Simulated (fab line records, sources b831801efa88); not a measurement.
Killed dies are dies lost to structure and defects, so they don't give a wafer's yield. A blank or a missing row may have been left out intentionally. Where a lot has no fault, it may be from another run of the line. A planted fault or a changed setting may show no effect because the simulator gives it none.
The tool behind it: which one? ; flow sky130 ; 13 lots, 39 wafers sampled, at 4 steps of a route of 708

WHAT THE GAUGES SHOWED, per wafer
SKY_SONOS_ONO_OVL_MEAS_14. Usual: for SONOS_ONO_OVL the level is 0.0 nm and the standard deviation is 1.4.
lot;measured;on;SONOS_ONO_OVL (nm);flag
L897;day 12 22:24;overlay-02;-2.3 -2.1 -1.8;
L898;day 13 07:11;overlay-02;-0.3 -0.4 -1.4;
L899;day 13 12:04;overlay-02;0.7 -0.4 -0.1;
L901;day 14 03:17;overlay-01;-1.9 -1.9 -0.1;
L902;day 14 08:18;overlay-01;-0.2 -0.4 -0.4;
L903;day 14 16:51;overlay-02;-2.6 -0.7 -1.9;
L904;day 14 20:20;overlay-02;1.1 0.9 0.6;
L910;day 17 06:28;overlay-01;2.7 1.1 1.9;
L911;day 17 22:00;overlay-02;-0.8 -1.3 0.7;
L912;day 17 21:14;overlay-02;-1.7 0.5 0.4;
L918;day 19 23:50;overlay-01;1.5 0.0 0.9;
L919;day 20 06:21;overlay-01;-0.9 -0.4 0.6;
L920;day 20 15:05;overlay-02;0.1 -0.3 -0.3;

SKY_SD_N_CD_MEAS_07: the cd target is 380 nm. Usual: cd_nm at 380.0 nm, with a standard deviation of 2.8.
lot;measured;on;cd_nm (nm);flag
L897;day 29 08:52;cd_sem-01;380.3 382.4 381.9;
L898;day 29 08:20;cd_sem-01;379.7 380.2 380.3;
L899;day 29 06:09;cd_sem-02;382.6 379.4 381.7;
L901;day 29 11:44;cd_sem-02;379.2 380.8 380.0;
L902;day 29 12:50;cd_sem-01;379.6 381.4 381.0;
L903;day 30 01:47;cd_sem-01;381.9 382.9 385.8;
L904;day 30 02:47;cd_sem-01;379.2 379.8 377.7;
L910;day 32 11:25;cd_sem-02;379.4 383.4 382.2;
L911;day 33 05:26;cd_sem-02;381.4 382.6 382.1;
L912;day 33 01:52;cd_sem-02;382.5 380.2 382.4;
L918;day 35 00:04;cd_sem-01;382.7 385.4 385.6;
L919;day 35 01:52;cd_sem-02;373.9 373.3 373.3;
L920;day 35 04:35;cd_sem-01;381.9 383.3 382.6;

WHAT TOOL EACH LOT RAN ON (gives the tool, then ch and the chambers of the sampled wafers, and finally the start)
lot;SKY_FIELD_ISO_STRIP_16;SKY_LDD_N_IMPLANT_15
L897;plasma_asher-02 ch 1, day 2 05:17;implanter-03 ch 0, day 19 07:28
L898;plasma_asher-03 ch 0,1, day 2 11:57;implanter-04 ch 0, day 19 07:28
L899;plasma_asher-02 ch 0,1, day 2 17:39;implanter-02 ch 0, day 19 07:11
L901;plasma_asher-03 ch 0,1, day 3 04:32;implanter-03 ch 0, day 19 15:47
L902;plasma_asher-02 ch 0, day 3 08:09;implanter-04 ch 0, day 19 16:04
L903;plasma_asher-04 ch 0,1, day 3 14:35;implanter-02 ch 0, day 20 06:32
L904;plasma_asher-02 ch 0,1, day 3 19:05;implanter-04 ch 0, day 20 06:24
L910;plasma_asher-04 ch 0,1, day 5 05:23;implanter-04 ch 0, day 22 22:06
L911;plasma_asher-03 ch 0,1, day 5 08:59;implanter-04 ch 0, day 23 16:33
L912;plasma_asher-03 ch 0,1, day 5 11:06;implanter-04 ch 0, day 23 12:42
L918;plasma_asher-02 ch 0,1, day 6 18:56;implanter-02 ch 0, day 25 15:10
L919;plasma_asher-03 ch 0,1, day 6 23:46;implanter-02 ch 0, day 25 16:37
L920;plasma_asher-02 ch 0,1, day 7 04:23;implanter-03 ch 0, day 26 00:29
- SKY_FIELD_ISO_STRIP_16: strips in O2/N2.
- SKY_LDD_N_IMPLANT_15

WHAT THE TOOLS THEMSELVES READ (means of the sampled wafers that have a number; where no wafer has one, the mark that the record gives instead)
SKY_FIELD_ISO_STRIP_16. Usual: chamber_pressure_mTorr 1500.0 mTorr, standard deviation 1.4; drypump_motor_current_A 5.7 A, standard deviation 0.38; oes_product_au 0.378 a.u., standard deviation 0.0049; strip_time_to_endpoint_s 3.560 s, standard deviation 0.029.
lot;tool;chamber_pressure_mTorr (mTorr);drypump_motor_current_A (A);oes_product_au (a.u.);strip_time_to_endpoint_s (s);flag
L897;plasma_asher-02;1498.3;6.2;0.374;3.530;
L898;plasma_asher-03;1499.2;5.5;0.382;3.540;
L899;plasma_asher-02;1499.7;5.6;0.378;3.577;
L901;plasma_asher-03;1499.6;5.5;0.382;3.545;
L902;plasma_asher-02;1501.6;5.3;0.376;3.577;
L903;plasma_asher-04;1500.3;5.7;0.379;3.595;
L904;plasma_asher-02;1500.1;5.6;0.380;3.602;
L910;plasma_asher-04;1500.1;5.7;0.376;3.568;
L911;plasma_asher-03;1500.0;5.5;0.379;3.560;
L912;plasma_asher-03;1500.3;5.8;0.377;3.530;
L918;plasma_asher-02;1500.0;5.6;0.381;3.562;
L919;plasma_asher-03;1500.7;5.8;0.381;3.554;
L920;plasma_asher-02;1500.4;5.9;0.377;3.556;

SKY_LDD_N_IMPLANT_15. Usual: dose_ions_cm2 4.998e+12, standard deviation 5.3e+09; faraday_current_uA 28.1, standard deviation 0.58.
lot;tool;dose_ions_cm2;faraday_current_uA;flag
L897;implanter-03;4.993e+12;28.4;
L898;implanter-04;4.996e+12;28.0;
L899;implanter-02;4.996e+12;27.7;
L901;implanter-03;4.992e+12;27.9;
L902;implanter-04;4.999e+12;28.4;
L903;implanter-02;5.000e+12;28.4;
L904;implanter-04;5.002e+12;28.0;
L910;implanter-04;4.996e+12;28.0;
L911;implanter-04;2.191e+12;12.4;OFF
L912;implanter-04;2.199e+12;12.4;OFF
L918;implanter-02;5.003e+12;27.9;
L919;implanter-02;4.999e+12;27.9;
L920;implanter-03;4.992e+12;28.0;

THE ANSWER, worked out from the rows above alone
Rule: a lot counts as off when the mean over its wafers that have a number is more than 3 standard deviations away from the usual mean. Also off: a lot with no number at a reading for which 4 or more lots have one. Where the step has rows for the other lots, those lots are counted as sound. The gauges are gone through in route order, then the tools' own readings, and for those a lot's mean is taken as printed above. At the first step where some lot is off, the reading lying furthest off is the one used; lots without a number count as furthest.
Off: L911, L912 (SKY_LDD_N_IMPLANT_15, dose_ions_cm2).
If a tool, at that step or one of the process steps before it, ran each lot that is off and ran no sound lot following the first of them, it fits. One fits: implanter-04 at SKY_LDD_N_IMPLANT_15. A fault onset in the window from L910 (day 22 22:06, its last sound lot) to L912 (day 23 12:42, its first lot off) fits.
The tool's own readings at SKY_LDD_N_IMPLANT_15 bear it out: on the lots that are off they differ by more than 5 times the standard deviation of the sound lots' means. dose_ions_cm2 reads 2.195e+12 there against 4.997e+12 on the sound lots; faraday_current_uA reads 12.4 there against 28.1 on the sound lots.

WHAT WAS PUT IN BY THE SIMULATOR
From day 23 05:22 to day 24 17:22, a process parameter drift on implanter-04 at SKY_LDD_N_IMPLANT_15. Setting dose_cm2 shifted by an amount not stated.
Lots struck among those shown: L912, L911. The rule above found the same.
